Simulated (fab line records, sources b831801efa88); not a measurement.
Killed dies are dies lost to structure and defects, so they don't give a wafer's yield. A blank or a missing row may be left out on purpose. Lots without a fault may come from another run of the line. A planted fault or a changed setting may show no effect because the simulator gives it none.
Chamber matching | flow sky130 | SKY_POLY_CUT_ETCH_10 on rie_diel-03: 4 sister chambers
The step etches BARC in N2/H2, stops on SiO2, time 45.9 s, target depth 60 nm. 4 wafers are shown with their chamber, then 8 later ones without.

WAFERS WITH THEIR CHAMBER
wafer  | chamber | drypump_motor_current_A (A)
L080.1 | 2       | 6.0
L080.2 | 3       | 5.8
L080.3 | 0       | 5.5
L080.4 | 1       | 5.8

WAFERS WITHOUT THEIR CHAMBER
wafer  | drypump_motor_current_A (A)
L080.5 | 5.7
L080.6 | 5.5
L086.1 | 5.9
L086.2 | 5.7
L086.3 | 5.8
L086.4 | 5.5
L086.5 | 5.7
L086.6 | 5.5

WHICH CHAMBER EACH WENT THROUGH
wafer  | from the rows above          | in truth
L080.5 | can't be placed: 1 or 3 or 0 | 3
L080.6 | 0                            | 0
L086.1 | can't be placed: 2 or 1 or 3 | 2
L086.2 | can't be placed: 1 or 3 or 0 | 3
L086.3 | can't be placed: 1 or 3      | 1
L086.4 | 0                            | 0
L086.5 | can't be placed: 1 or 3 or 0 | 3
L086.6 | 0                            | 0
Placed correctly: 3 of 8. Can't be placed from these rows: 5 (the true chamber is among the candidates in 5). Placed wrongly: 0.
How it was worked out, from the rows above alone: a wafer's distance from a chamber is the root of the sum, over the readings, of the square of ((its reading less the chamber's mean) divided by the reading's scatter). The wafer belongs to the nearest chamber; if the next one is less than 2 further off, it can't be placed. A chamber's mean is the mean of its shown wafers. The scatter: with one shown wafer a chamber, the root of the mean of the squares of how far each hidden wafer lies from its nearest shown one.
